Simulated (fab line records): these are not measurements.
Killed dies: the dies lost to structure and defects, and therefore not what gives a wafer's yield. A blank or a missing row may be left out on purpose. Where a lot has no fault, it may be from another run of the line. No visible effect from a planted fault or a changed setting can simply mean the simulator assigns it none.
fab line records ; flow gf180mcu
record: lots: 5; wafers: 15; last-day: 34
route steps=602 shown NWELL@52 LVPWELL@54 MVSD@66 MVPSD@78
lots that met no fault: from a run of the same line without faults
start-h: hours from the record's opening day to when the first of the lot's shown wafers began ; wait-h: hours from the lot's prior step to this one ; " as in the row above ; L1.1+2: a row that stands for several wafers ; - no value present, or no start provided ; * or withheld: withheld ; < > ~ a bound
route shown NAME@n: NAME is a module with steps in the file, n the number in the route of the first one ; usual: mean/standard deviation of fault-free wafers ; same: alike in all rows ; chamber/n: place in a boat ; sites: the reading at each site ; _std_site: their standard deviation ; _edge_site: inner sites' mean taken away from outer sites' mean ; radius-mm: for every site, how far away it sits from the centre of the wafer ; mask NAME#n: copy n ; behind: the tool/chamber that last shaped the wafer ; hold: what put the lot on hold/how long, in hours/how the hold closed ; device: transistor that didn't switch, given as n, p or np ; end of line: the tests these same wafers got at the end of their route ; a step given without rows: its recipe and nothing more ; killed: count of dies lost to structure and defects at first sort (not the wafer's yield) ; map: a wafer's dies, x killed, . not, _ none there
set.NAME: the setting the step ran with; set.NAME@STEP: the setting that earlier step ran with ; model.NAME: the simulator's own value behind a step, which no gauge read
a table for each step, a row for each wafer; lots at some steps of the route
services: from which hour (start-h, from the record's first day; less than 0 if before it) a tool's chamber was out of use, for how many hours, and why
== steps ==
step: GF_NWELL_STRIP_10
recipe: chemistry: O2/N2; power-w: 1400; pressure-mtorr: 1500; platen-temp-c: 250; o2-flow-sccm: 3000; n2-flow-sccm: 300; overash-fraction: 0.5
usual: drypump-motor-current-A: 5.5/0.56; heater-power-w: 334/41; oes-product-au: 0.722/0.0038; strip-time-to-endpoint-s: 36.88/0.13
lot.wafer;tool;chamber;start-h;wait-h;drypump-motor-current-A;heater-power-w;oes-product-au;rf-hours-counter-h;strip-time-to-endpoint-s
L911.2;plasma-asher-01;0;55.85;0.1;4.8;318;0.717;26;36.89
L911.3;plasma-asher-01;0;55.85;0.1;4.8;317;0.729;-;36.95
L911.5;plasma-asher-01;1;55.85;0.1;5.5;282;0.722;-;36.91
L919.2;plasma-asher-04;0;102.80;0.1;5.2;357;0.725;44;36.72
L919.4;plasma-asher-04;1;102.80;0.1;6.4;393;0.724;-;36.78
L919.6;plasma-asher-04;0;102.80;0.1;5.2;350;0.717;-;36.75
L930.1;plasma-asher-01;1;161.20;0.1;5.4;281;0.726;37;36.67
L930.2;plasma-asher-01;0;161.20;0.1;4.8;312;0.718;37;36.80
L930.4;plasma-asher-01;0;161.20;0.1;4.8;314;0.721;-;36.75
L932.1;plasma-asher-01;1;172.22;0.1;5.4;284;0.727;38;36.88
L932.2;plasma-asher-01;0;172.22;0.1;4.8;307;0.734;38;36.76
L932.5;plasma-asher-01;1;172.22;0.1;5.4;291;0.715;-;36.94
L934.1;plasma-asher-04;0;182.22;0.1;5.2;347;0.723;54;36.83
L934.2;plasma-asher-04;1;182.22;0.1;6.4;392;0.718;54;36.83
L934.5;plasma-asher-04;1;182.22;0.1;6.4;390;0.720;-;36.90
step: GF_NWELL_TW_MEAS_11
usual: NWELL_TW: 1571/7.6
lot.wafer;tool;chamber;start-h;wait-h;NWELL_TW
L911.2;film-metro-01;-;55.96;0.1;1576
L911.3;film-metro-01;-;55.96;0.1;1578
L911.5;film-metro-01;-;55.96;0.1;1577
L919.2;film-metro-01;-;102.91;0.1;1570
L919.4;film-metro-01;-;102.91;0.1;1572
L919.6;film-metro-01;-;102.91;0.1;1583
L930.1;film-metro-02;-;161.30;0.1;1556
L930.2;film-metro-02;-;161.30;0.1;1560
L930.4;film-metro-02;-;161.30;0.1;1556
L932.1;film-metro-01;-;172.32;0.1;1557
L932.2;film-metro-01;-;172.32;0.1;1557
L932.5;film-metro-01;-;172.32;0.1;1564
L934.1;film-metro-04;-;182.32;0.1;1574
L934.2;film-metro-04;-;182.32;0.1;1574
L934.5;film-metro-04;-;182.32;0.1;1571
step: GF_LVPWELL_DEHYDRATE_00
recipe: temp-c: 200; time-s: 60
step: GF_LVPWELL_HMDS_01
recipe: prime-time-s: 60; prime-temp-c: 120
step: GF_LVPWELL_COAT_02
recipe: spin-rpm: 2000; resist-thk-nm: 2940
step: GF_LVPWELL_SOFTBAKE_03
recipe: temp-c: 110; time-s: withheld
step: GF_LVPWELL_EXPOSE_04
recipe: mask-id: LVPWELL; target-cd-nm: 600; na: 0.6; source-shape: conventional; sigma-outer: 0.6; dose-mj: 260
step: GF_LVPWELL_PEB_05
recipe: temp-c: 115; time-s: withheld
step: GF_LVPWELL_DEVELOP_06
recipe: wall-angle-deg: 90; develop-time-s: 60; dev-temp-c: 23
step: GF_LVPWELL_OVL_MEAS_07
usual: LVPWELL_OVL: -0.5/1.3
lot.wafer;tool;chamber;start-h;wait-h;LVPWELL_OVL[nm]
L911.2;overlay-02;-;68.69;-;0.2
L911.3;overlay-02;-;68.69;-;0.8
L911.5;overlay-02;-;68.69;-;0.7
L919.2;overlay-01;-;117.94;-;2.0
L919.4;overlay-01;-;117.94;-;1.4
L919.6;overlay-01;-;117.94;-;1.4
L930.1;overlay-01;-;177.66;-;2.1
L930.2;overlay-01;-;177.66;-;0.4
L930.4;overlay-01;-;177.66;-;1.9
L932.1;overlay-01;-;188.88;-;0.4
L932.2;overlay-01;-;188.88;-;-1.2
L932.5;overlay-01;-;188.88;-;-2.0
L934.1;overlay-01;-;199.21;-;-1.5
L934.2;overlay-01;-;199.21;-;-0.7
L934.5;overlay-01;-;199.21;-;-1.4
step: GF_LVPWELL_IMPLANT_08
recipe: species: B; energy-kev: 170; dose-cm2: 1.5e+13; tilt-deg: 0
step: GF_LVPWELL_IMPLANT_09
recipe: species: B; energy-kev: 60; dose-cm2: 5e+12; tilt-deg: 0
step: GF_LVPWELL_STRIP_10
recipe: chemistry: O2/N2; power-w: 1400; pressure-mtorr: 1500; platen-temp-c: 250; o2-flow-sccm: 3000; n2-flow-sccm: 300; overash-fraction: 0.5
usual: drypump-motor-current-A: 5.6/0.61; heater-power-w: 335/39; oes-product-au: 0.722/0.0048; strip-time-to-endpoint-s: 36.25/0.082
lot.wafer;tool;chamber;start-h;wait-h;drypump-motor-current-A;heater-power-w;oes-product-au;rf-hours-counter-h;strip-time-to-endpoint-s;model.coat_of_LVPWELL_COAT_02.thk-nm
L911.2;plasma-asher-01;0;69.02;0.1;4.8;327;0.726;28;36.33;0
L911.3;plasma-asher-01;1;69.02;0.1;5.4;285;0.725;-;36.28;0
L911.5;plasma-asher-01;1;69.02;0.1;5.4;284;0.724;-;36.30;0
L919.2;plasma-asher-01;0;118.27;0.1;4.8;313;0.954;33;-;1112
L919.4;plasma-asher-01;0;118.27;0.1;4.8;307;0.944;-;-;1113
L919.6;plasma-asher-01;0;118.27;0.1;4.8;311;0.933;-;-;1115
L930.1;plasma-asher-01;0;178.00;0.1;4.8;314;0.721;39;36.21;0
L930.2;plasma-asher-01;1;178.00;0.1;5.4;283;0.725;39;36.28;0
L930.4;plasma-asher-01;1;178.00;0.1;5.4;285;0.727;-;36.27;0
L932.1;plasma-asher-04;1;189.22;0.1;6.5;400;0.724;55;36.22;0
L932.2;plasma-asher-04;0;189.22;0.1;5.1;356;0.728;55;36.22;0
L932.5;plasma-asher-04;1;189.22;0.1;6.4;393;0.715;-;36.20;0
L934.1;plasma-asher-01;1;199.55;0.1;5.4;289;0.716;41;36.20;0
L934.2;plasma-asher-01;0;199.55;0.1;4.8;300;0.729;41;36.16;0
L934.5;plasma-asher-01;0;199.55;0.1;4.8;315;0.728;-;36.18;0
step: GF_LVPWELL_TW_MEAS_11
usual: LVPWELL_TW: 559/3.1
lot.wafer;tool;chamber;start-h;wait-h;LVPWELL_TW
L911.2;film-metro-04;-;69.13;0.1;555
L911.3;film-metro-04;-;69.13;0.1;552
L911.5;film-metro-04;-;69.13;0.1;554
L919.2;film-metro-02;-;118.38;0.1;560
L919.4;film-metro-02;-;118.38;0.1;559
L919.6;film-metro-02;-;118.38;0.1;556
L930.1;film-metro-04;-;178.10;0.1;558
L930.2;film-metro-04;-;178.10;0.1;558
L930.4;film-metro-04;-;178.10;0.1;559
L932.1;film-metro-02;-;189.32;0.1;559
L932.2;film-metro-02;-;189.32;0.1;559
L932.5;film-metro-02;-;189.32;0.1;561
L934.1;film-metro-01;-;199.65;0.1;557
L934.2;film-metro-01;-;199.65;0.1;557
L934.5;film-metro-01;-;199.65;0.1;554
step: GF_MVSD_DEHYDRATE_00
recipe: temp-c: 200; time-s: 60
step: GF_MVSD_HMDS_01
recipe: prime-time-s: 60; prime-temp-c: 120
step: GF_MVSD_COAT_02
recipe: spin-rpm: 2000; resist-thk-nm: 3000
step: GF_MVSD_SOFTBAKE_03
recipe: temp-c: 110; time-s: withheld
step: GF_MVSD_EXPOSE_04
recipe: mask-id: MVSD; target-cd-nm: 1000; na: 0.6; source-shape: conventional; sigma-outer: 0.6; dose-mj: 260
step: GF_MVSD_PEB_05
recipe: temp-c: 115; time-s: withheld
step: GF_MVSD_DEVELOP_06
recipe: wall-angle-deg: 90; develop-time-s: 60; dev-temp-c: 23
step: GF_MVSD_OVL_MEAS_07
usual: MVSD_OVL: -0.4/1.3
lot.wafer;tool;chamber;start-h;wait-h;MVSD_OVL[nm]
L911.2;overlay-01;-;83.14;-;-1.9
L911.3;overlay-01;-;83.14;-;-1.2
L911.5;overlay-01;-;83.14;-;0.6
L919.2;overlay-01;-;133.29;-;-2.5
L919.4;overlay-01;-;133.29;-;-1.7
L919.6;overlay-01;-;133.29;-;-2.9
L930.1;overlay-01;-;194.98;-;-0.6
L930.2;overlay-01;-;194.98;-;-1.0
L930.4;overlay-01;-;194.98;-;-0.5
L932.1;overlay-01;-;206.28;-;-2.4
L932.2;overlay-01;-;206.28;-;-0.7
L932.5;overlay-01;-;206.28;-;-0.7
L934.1;overlay-02;-;217.23;-;-1.1
L934.2;overlay-02;-;217.23;-;-0.6
L934.5;overlay-02;-;217.23;-;2.2
step: GF_MVSD_IMPLANT_08
recipe: species: P; energy-kev: 400; dose-cm2: 1.6e+13; tilt-deg: 0
step: GF_MVSD_IMPLANT_09
recipe: species: P; energy-kev: 100; dose-cm2: 5e+12; tilt-deg: 0
step: GF_MVSD_STRIP_10
recipe: chemistry: O2/N2; power-w: 1400; pressure-mtorr: 1500; platen-temp-c: 250; o2-flow-sccm: 3000; n2-flow-sccm: 300; overash-fraction: 0.5
usual: drypump-motor-current-A: 5.5/0.5; heater-power-w: 310/18; oes-product-au: 0.723/0.0049; strip-time-to-endpoint-s: 36.90/0.12
lot.wafer;tool;chamber;start-h;wait-h;drypump-motor-current-A;heater-power-w;oes-product-au;rf-hours-counter-h;strip-time-to-endpoint-s
L911.2;plasma-asher-01;0;83.47;0.1;4.8;304;0.729;29;36.96
L911.3;plasma-asher-01;1;83.47;0.1;5.4;283;0.724;-;37.04
L911.5;plasma-asher-01;0;83.47;0.1;4.8;309;0.732;-;36.94
L919.2;plasma-asher-03;0;133.62;0.1;5.2;301;0.732;2;53.46
L919.4;plasma-asher-03;1;133.62;0.1;5.7;308;0.737;-;53.53
L919.6;plasma-asher-03;1;133.62;0.1;5.7;298;0.736;-;53.50
L930.1;plasma-asher-02;0;195.31;0.1;5.7;336;0.720;52;36.94
L930.2;plasma-asher-02;1;195.31;0.1;6.5;325;0.716;52;36.95
L930.4;plasma-asher-02;0;195.31;0.1;5.7;329;0.724;-;36.79
L932.1;plasma-asher-01;1;206.61;0.1;5.4;276;0.711;42;36.81
L932.2;plasma-asher-01;0;206.61;0.1;4.8;319;0.724;42;36.84
L932.5;plasma-asher-01;0;206.61;0.1;4.8;317;0.725;-;36.79
L934.1;plasma-asher-03;1;217.56;0.1;5.7;301;0.716;10;36.98
L934.2;plasma-asher-03;0;217.56;0.1;5.2;293;0.730;10;37.00
L934.5;plasma-asher-03;0;217.56;0.1;5.2;309;0.728;-;36.90
step: GF_MVSD_TW_MEAS_11
usual: MVSD_TW: 1575/7.1
lot.wafer;tool;chamber;start-h;wait-h;MVSD_TW
L911.2;film-metro-02;-;83.58;0.1;1564
L911.3;film-metro-02;-;83.58;0.1;1569
L911.5;film-metro-02;-;83.58;0.1;1568
L919.2;film-metro-04;-;133.73;0.1;44
L919.4;film-metro-04;-;133.73;0.1;44
L919.6;film-metro-04;-;133.73;0.1;43
L930.1;film-metro-01;-;195.41;0.1;1570
L930.2;film-metro-01;-;195.41;0.1;1573
L930.4;film-metro-01;-;195.41;0.1;1574
L932.1;film-metro-04;-;206.71;0.1;1573
L932.2;film-metro-04;-;206.71;0.1;1573
L932.5;film-metro-04;-;206.71;0.1;1576
L934.1;film-metro-01;-;217.66;0.1;1570
L934.2;film-metro-01;-;217.66;0.1;1574
L934.5;film-metro-01;-;217.66;0.1;1572
step: GF_MVPSD_DEHYDRATE_00
recipe: temp-c: 200; time-s: 60
== services ==
tool;chamber;start-h;hours;kind
plasma-asher-02;-;81.39;2.8;pm
plasma-asher-03;-;108.75;9.0;pm
plasma-asher-03;0;108.75;9.0;vent-cycle
plasma-asher-03;1;108.75;9.0;vent-cycle
plasma-asher-03;0;117.75;-;clean
plasma-asher-03;1;117.75;-;clean
plasma-asher-01;-;134.91;9.1;repair
plasma-asher-03;-;160.04;6.3;repair
plasma-asher-02;-;162.93;11.6;repair
== key ==
first-sign: step: GF_LVPWELL_STRIP_10; reading: oes-product-au; direction: up; sigmas: 46; usual: 0.722; struck: 0.944
effect: step: GF_MVSD_STRIP_10; reading: strip-time-to-endpoint-s; direction: up; sigmas: 99+; usual: *; struck: *
effect: step: GF_MVSD_TW_MEAS_11; reading: MVSD_TW; direction: down; sigmas: 99+; usual: 1575; struck: 44
model-effect: step: GF_LVPWELL_STRIP_10; value: coat_of_LVPWELL_COAT_02.thk-nm; without: 0; struck: 1113
met-at GF_LVPWELL_STRIP_10
struck-wafers L919.2,L919.4,L919.6
sort-left-out L919.2,L919.4,L919.6
tester-left-out L919
onset-between 69.02 118.27
fault: kind: strip-aborted; tool: plasma-asher-01; chamber: -; onset-h: 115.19; steps: GF_LVPWELL_STRIP_10; offset: 0.63652; end-h: 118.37
tester-left-out: of these lots the tester's yield and bins aren't shown, on N5 and GAA mostly nor the transistor test; their killed dies are dies lost to structure and defects alone, not to doping, threshold or leakage, so they don't give the yield
sort-left-out: the simulated sort isn't trusted on such a fault, so these wafers' sort isn't shown, and their yield isn't known
